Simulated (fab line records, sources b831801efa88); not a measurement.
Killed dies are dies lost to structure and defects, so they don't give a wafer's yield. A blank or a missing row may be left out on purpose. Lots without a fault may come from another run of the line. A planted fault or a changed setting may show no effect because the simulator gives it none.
fab line records | flow sky130
record lots=12 wafers=36 last_day=50
route steps=708 shown POLY_GATE@228 POLY_CUT@317 SD_N@353 LOCAL_INTERCONNECT@398 PAD_OPEN@708
lots that met no fault: from a run of the same line without faults
start_h: hours from the record's first day to the start of the lot's first wafer shown | wait_h: hours since the lot's step before | " the same as in the row above | L1.1+2: a row that stands for several wafers | - no value, or no start given | * or withheld: withheld | < > ~ a bound
route shown NAME@n: a module of which the file shows steps, and the number in the route of the first | usual: mean/standard deviation of fault-free wafers | same: alike in all rows | chamber/n: place in a boat | sites: the reading at each site | _std_site: their standard deviation | _edge_site: outer sites' mean less inner sites' | radius_mm: how far each site lies from the wafer's centre | mask NAME#n: copy n | behind: the tool/chamber that last shaped the wafer | hold: why the lot was held/for how many hours/how that ended | device: the transistor (n, p or np) that didn't switch | end of line: the same wafers' tests at the end of the route | a step without rows: its recipe alone | killed: dies lost to structure and defects at the first sort, not the wafer's yield | map: a wafer's dies, x killed, . not, _ none there
set.NAME: the setting as run; set.NAME@STEP: as run at that earlier step | model.NAME: the simulator's own value behind a step, which no gauge read
steps of the route over a sample of lots; a table a step, a row a wafer
services: from which hour (start_h, from the record's first day; less than 0 if before it) a tool's chamber was out of use, for how many hours, and why
## steps
# step SKY_POLY_GATE_OVL_MEAS_14
# usual POLY_GATE_OVL=6/5.1
# columns lot.wafer tool chamber start_h wait_h POLY_GATE_OVL[nm]
L701.1 overlay-01 - 377.58 0.1 5
L701.3 " - " " 3
L701.5 " - " " 7
L702.2 overlay-01 - 386.94 0.1 13
L702.4 " - " " 9
L702.6 " - " " 15
L704.1 overlay-02 - 407.07 0.1 19
L704.2 " - " " 13
L704.5 " - " " 12
L709.2 overlay-02 - 437.07 0.1 16
L709.3 " - " " 16
L709.4 " - " " 13
L710.1 overlay-02 - 450.86 0.1 9
L710.2 " - " " 10
L710.5 " - " " 7
L711.2 overlay-02 - 468.93 0.1 2
L711.5 " - " " 8
L711.6 " - " " 14
L712.2 overlay-01 - 474.82 0.1 9
L712.3 " - " " 4
L712.4 " - " " 6
L717.1 overlay-01 - 522.38 0.1 8
L717.3 " - " " 11
L717.6 " - " " 2
L718.2 overlay-01 - 525.28 0.1 4
L718.3 " - " " 3
L718.6 " - " " 4
L719.1 overlay-02 - 542.07 0.1 6
L719.4 " - " " 8
L719.5 " - " " 10
L722.1 overlay-01 - 547.52 0.1 3
L722.3 " - " " 5
L722.5 " - " " 6
L724.1 overlay-02 - 567.99 0.1 6
L724.2 " - " " 1
L724.3 " - " " 8
# step SKY_POLY_CUT_ETCH_10
# recipe chemistry=N2/H2 target=BARC ion_energy_ev=200 source_w=500 bias_w=100 pressure_mtorr=30 n2_flow_sccm=100 h2_flow_sccm=200 stop_on=SiO2 time_s=45.9 target_depth_a=600
# usual drypump_motor_current_A=5.6/0.44 oes_product_au=0.855/0.0047 throttle_valve_pct=13.224/0.0097
# same time_s=45.9
# columns lot.wafer tool chamber start_h wait_h drypump_motor_current_A oes_product_au rf_hours_counter_h throttle_valve_pct
L701.1 rie_diel-04 1 565.16 0.0 6.0 0.860 1 13.226
L701.3 " 3 " " 5.3 0.857 10 13.214
L701.5 " 3 " " 5.4 0.851 - 13.223
L702.2 rie_diel-02 0 574.41 0.0 6.2 0.852 1 13.233
L702.4 " 3 " " 5.2 0.855 0 13.239
L702.6 " 0 " " 6.2 0.848 - 13.224
L704.1 rie_diel-03 1 597.25 0.0 5.2 0.858 4 13.218
L704.2 " 2 " " 6.4 0.855 10 13.237
L704.5 " 2 " " 6.4 0.866 - 13.247
L709.2 rie_diel-04 3 623.76 0.0 5.4 0.855 11 13.220
L709.3 " 2 " " 5.7 0.855 9 13.236
L709.4 " 1 " " 6.0 0.861 2 13.219
L710.1 rie_diel-03 3 636.25 0.0 5.4 0.849 15 13.224
L710.2 " 1 " " 5.2 0.861 5 13.235
L710.5 " 1 " " 5.2 0.854 - 13.222
L711.2 rie_diel-04 3 653.00 0.0 5.4 0.860 11 13.222
L711.5 " 3 " " 5.4 0.857 - 13.208
L711.6 " 0 " " 4.9 0.859 - 13.210
L712.2 rie_diel-04 3 658.16 0.0 5.3 0.862 11 13.224
L712.3 " 2 " " 5.7 0.852 9 13.236
L712.4 " 1 " " 6.0 0.859 2 13.243
L717.1 rie_diel-04 1 701.31 0.0 5.9 0.856 3 13.224
L717.3 " 0 " " 4.9 0.848 33 13.224
L717.6 " 0 " " 4.9 0.856 - 13.213
L718.2 rie_diel-04 3 704.21 0.0 5.4 0.858 12 13.231
L718.3 " 0 " " 5.0 0.855 33 13.224
L718.6 " 0 " " 5.0 0.851 - 13.222
L719.1 rie_diel-04 3 721.50 0.0 5.4 0.861 13 13.242
L719.4 " 2 " " 5.7 0.852 10 13.233
L719.5 " 1 " " 6.0 0.853 - 13.222
L722.1 rie_diel-02 2 725.76 0.0 6.1 0.853 18 13.234
L722.3 " 1 " " 5.4 0.858 21 13.223
L722.5 " 1 " " 5.4 0.852 - 13.221
L724.1 rie_diel-02 1 745.50 0.0 5.4 0.859 21 13.228
L724.2 " 3 " " 5.2 0.855 4 13.225
L724.3 " 2 " " 6.1 0.858 18 13.214
# step SKY_POLY_CUT_STRIP_12
# recipe chemistry=O2/N2 power_w=1400 pressure_mtorr=1500 platen_temp_c=withheld o2_flow_sccm=3000 n2_flow_sccm=300 overash_fraction=0.5
# usual drypump_motor_current_A=5.76/0.28 oes_product_au=0.453/0.0045 strip_time_to_endpoint_s=5.365/0.016
# columns lot.wafer tool chamber start_h wait_h drypump_motor_current_A oes_product_au rf_hours_counter_h strip_time_to_endpoint_s
L701.1 plasma_asher-02 0 565.24 0.0 5.77 0.450 12 5.396
L701.3 " 1 " " 6.07 0.453 - 5.372
L701.5 " 1 " " 6.10 0.460 - 5.352
L702.2 plasma_asher-04 0 574.49 0.0 5.97 0.441 69 5.330
L702.4 " 1 " " 5.29 0.445 - 5.341
L702.6 " 1 " " 5.27 0.449 - 5.322
L704.1 plasma_asher-02 1 597.33 0.0 6.08 0.447 15 5.358
L704.2 " 0 " " 5.78 0.452 15 5.361
L704.5 " 1 " " 6.06 0.453 - 5.335
L709.2 plasma_asher-02 1 623.84 0.0 6.07 0.459 17 5.371
L709.3 " 1 " " 6.09 0.443 - 5.359
L709.4 " 0 " " 5.81 0.454 - 5.370
L710.1 plasma_asher-02 0 636.33 0.0 5.77 0.445 19 5.384
L710.2 " 1 " " 6.09 0.462 19 5.376
L710.5 " 0 " " 5.79 0.448 - 5.366
L711.2 plasma_asher-03 1 653.08 0.0 5.73 0.460 57 5.378
L711.5 " 1 " " 5.67 0.453 - 5.386
L711.6 " 0 " " 5.81 0.456 - 5.370
L712.2 plasma_asher-03 0 658.24 0.0 5.81 0.447 58 5.376
L712.3 " 1 " " 5.71 0.453 - 5.367
L712.4 " 0 " " 5.82 0.456 - 5.378
L717.1 plasma_asher-04 0 701.39 0.0 6.01 0.444 80 5.350
L717.3 " 0 " " 6.00 0.453 - 5.408
L717.6 " 1 " " 5.30 0.453 - 5.429
L718.2 plasma_asher-04 1 704.29 0.0 5.31 0.447 80 5.377
L718.3 " 1 " " 5.32 0.454 - 5.421
L718.6 " 1 " " 5.30 0.461 - 5.419
L719.1 plasma_asher-04 0 721.58 0.0 5.99 0.451 82 5.398
L719.4 " 1 " " 5.26 0.458 - 5.447
L719.5 " 1 " " 5.29 0.458 - 5.400
L722.1 plasma_asher-03 1 725.84 0.0 5.72 0.452 64 5.373
L722.3 " 1 " " 5.72 0.452 - 5.365
L722.5 " 0 " " 5.81 0.454 - 5.366
L724.1 plasma_asher-03 0 745.58 0.0 5.79 0.458 66 5.358
L724.2 " 1 " " 5.73 0.455 66 5.364
L724.3 " 0 " " 5.80 0.448 - 5.343
# step SKY_SD_N_STRIP_11
# recipe chemistry=O2/N2 power_w=1400 pressure_mtorr=1500 platen_temp_c=withheld o2_flow_sccm=3000 n2_flow_sccm=300 overash_fraction=0.5
# usual drypump_motor_current_A=6.1/0.36 oes_product_au=0.528/0.0044 strip_time_to_endpoint_s=22.57/0.039
# columns lot.wafer tool chamber start_h wait_h drypump_motor_current_A oes_product_au rf_hours_counter_h strip_time_to_endpoint_s
L701.1 plasma_asher-01 0 654.41 0.1 6.2 0.528 102 22.56
L701.3 " 0 " " 6.2 0.528 - 22.58
L701.5 " 1 " " 6.7 0.533 - 22.57
L702.2 plasma_asher-03 1 662.06 0.1 5.7 0.533 58 22.54
L702.4 " 1 " " 5.8 0.526 - 22.49
L702.6 " 1 " " 5.8 0.526 - 22.50
L704.1 plasma_asher-01 1 684.37 0.1 6.7 0.523 105 22.57
L704.2 " 0 " " 6.1 0.523 105 22.58
L704.5 " 0 " " 6.1 0.527 - 22.57
L709.2 plasma_asher-01 0 710.76 0.1 6.1 0.524 107 22.64
L709.3 " 1 " " 6.7 0.534 - 22.65
L709.4 " 0 " " 6.1 0.526 - 22.66
L710.1 plasma_asher-03 1 720.66 0.1 5.7 0.528 64 22.54
L710.2 " 0 " " 5.8 0.536 64 22.58
L710.5 " 0 " " 5.8 0.519 - 22.55
L711.2 plasma_asher-03 0 738.00 0.1 5.8 0.527 65 22.51
L711.5 " 1 " " 5.7 0.525 - 22.55
L711.6 " 0 " " 5.8 0.535 - 22.53
L712.2 plasma_asher-02 0 743.30 0.1 5.8 0.525 30 22.59
L712.3 " 0 " " 5.8 0.527 - 22.64
L712.4 " 1 " " 6.1 0.528 - 22.56
L717.1 plasma_asher-01 0 781.82 0.1 6.1 0.520 3 22.61
L717.3 " 0 " " 6.1 0.532 - 22.58
L717.6 " 1 " " 6.7 0.529 - 22.59
L718.2 plasma_asher-01 0 783.95 0.1 6.1 0.530 4 22.59
L718.3 " 1 " " 6.7 0.533 - 22.54
L718.6 " 0 " " 6.1 0.521 - 22.53
L719.1 plasma_asher-01 1 801.75 0.1 6.7 0.523 5 22.57
L719.4 " 1 " " 6.7 0.521 - 22.59
L719.5 " 0 " " 6.2 0.530 - 22.57
L722.1 plasma_asher-02 1 805.77 0.1 6.1 0.532 37 22.59
L722.3 " 1 " " 6.1 0.529 - 22.54
L722.5 " 1 " " 6.1 0.526 - 22.56
L724.1 plasma_asher-01 0 825.26 0.1 6.1 0.524 8 22.58
L724.2 " 1 " " 6.7 0.532 8 22.53
L724.3 " 1 " " 6.7 0.528 - 22.58
# step SKY_LOCAL_INTERCONNECT_CD_MEAS_11
# recipe target_cd_nm=170
# usual cd_nm=169.3/1.7
# columns lot.wafer tool chamber start_h wait_h cd_nm
L701.1 cd_sem-02 - 713.56 - 170.7
L701.3 " - " " 169.0
L701.5 " - " " 172.3
L702.2 cd_sem-02 - 721.17 - 168.5
L702.4 " - " " 169.7
L702.6 " - " " 170.4
L704.1 cd_sem-01 - 743.25 - 172.2
L704.2 " - " " 171.2
L704.5 " - " " 170.9
L709.2 cd_sem-02 - 766.17 - 169.4
L709.3 " - " " 169.7
L709.4 " - " " 169.2
L710.1 cd_sem-02 - 776.91 - 170.6
L710.2 " - " " 170.6
L710.5 " - " " 171.5
L711.2 cd_sem-02 - 792.52 - 165.7
L711.5 " - " " 166.9
L711.6 " - " " 167.0
L712.2 cd_sem-01 - 795.88 - 167.8
L712.3 " - " " 168.2
L712.4 " - " " 167.6
L717.1 cd_sem-02 - 836.51 - 168.7
L717.3 " - " " 170.4
L717.6 " - " " 169.1
L718.2 cd_sem-02 - 840.13 - 170.1
L718.3 " - " " 170.9
L718.6 " - " " 171.1
L719.1 cd_sem-01 - 856.60 - 169.4
L719.4 " - " " 170.3
L719.5 " - " " 168.2
L722.1 cd_sem-01 - 859.76 - 170.0
L722.3 " - " " 170.6
L722.5 " - " " 170.6
L724.1 cd_sem-01 - 880.65 - 170.7
L724.2 " - " " 171.2
L724.3 " - " " 170.3
# step SKY_PAD_OPEN_PROBE_99
# usual killed_at_M0_to_M3=43/6.8 killed_at_M4_up=3.2/1.7 killed_at_contacts=24/5.7 killed_at_front_end=16/4.3 killed_at_other=0.3/0.56 killed_dies=86/9.5 killed_open=47/6.9 killed_short=39/5.8
# same gross_dies=492 killed_at_back_side=0
# columns lot.wafer tool chamber start_h wait_h killed_at_M0_to_M3 killed_at_M4_up killed_at_contacts killed_at_front_end killed_at_other killed_dies killed_open killed_short
L719.4 prober-02 - 1185.42 0.2 39 4 28 21 0 92 46 43
# killed by level:class
L719.4 CONTACT:geometric_particle:open=8 LI_CONTACT:geometric_particle:open=8 METAL1:geometric_particle:short=8 CONTACT:geometric_particle:short=7 FIELD_ISO:geometric_particle:short=6 VIA2:geometric_particle:open=6 VIA3:geometric_particle:open=5 METAL2:geometric_particle:short=5
## services
# columns tool chamber start_h hours kind
rie_diel-02 3 544.06 13.6 repair
rie_diel-03 1 553.15 2.5 repair
rie_diel-02 3 615.49 12.8 repair
rie_diel-03 0 623.10 2.2 repair
plasma_asher-04 - 629.48 9.2 pm
rie_diel-02 3 636.02 2.0 repair
rie_diel-02 0 638.43 12.6 repair
plasma_asher-04 - 659.49 3.7 repair
rie_diel-04 2 692.67 9.4 repair
plasma_asher-03 - 712.87 3.2 repair
rie_diel-02 - 718.04 2.6 repair
rie_diel-04 - 729.41 0.3 repair
rie_diel-02 - 731.35 2.8 pm
plasma_asher-01 - 733.75 9.0 pm
plasma_asher-01 0 733.75 9.0 vent_cycle
plasma_asher-01 - 742.75 2.8 pm
rie_diel-03 2 746.47 7.1 repair
rie_diel-03 - 757.53 4.3 pm
rie_diel-04 0 771.80 8.2 repair
rie_diel-03 2 778.82 1.6 repair
plasma_asher-03 - 783.87 0.4 repair
rie_diel-03 - 798.36 14.6 pm
rie_diel-04 0 810.69 2.5 repair
plasma_asher-02 - 813.28 2.8 pm
## key
first_sign step=SKY_POLY_CUT_STRIP_12 reading=strip_time_to_endpoint_s direction=up sigmas=3.8 usual=* struck=*
effect none on later readings
met_at SKY_POLY_CUT_ETCH_10
struck_lots L717,L718,L719
struck_wafers L717.3,L717.6,L718.3,L718.6,L719.4
tester_left_out L717,L718,L719
not_acting_at SKY_POLY_GATE_OVL_MEAS_14,SKY_SD_N_STRIP_11,SKY_LOCAL_INTERCONNECT_CD_MEAS_11
onset_between 658.16 701.31
fault kind=process_parameter_drift tool=rie_diel-04 chamber=- onset_h=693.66 steps=SKY_POLY_CUT_ETCH_10 channel=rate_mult offset=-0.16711 shape=step end_h=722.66 scope=struck_wafers_only
# tester_left_out: of these lots the tester's yield and bins aren't shown, on N5 and GAA mostly nor the transistor test; their killed dies are dies lost to structure and defects alone, not to doping, threshold or leakage, so they don't give the yield
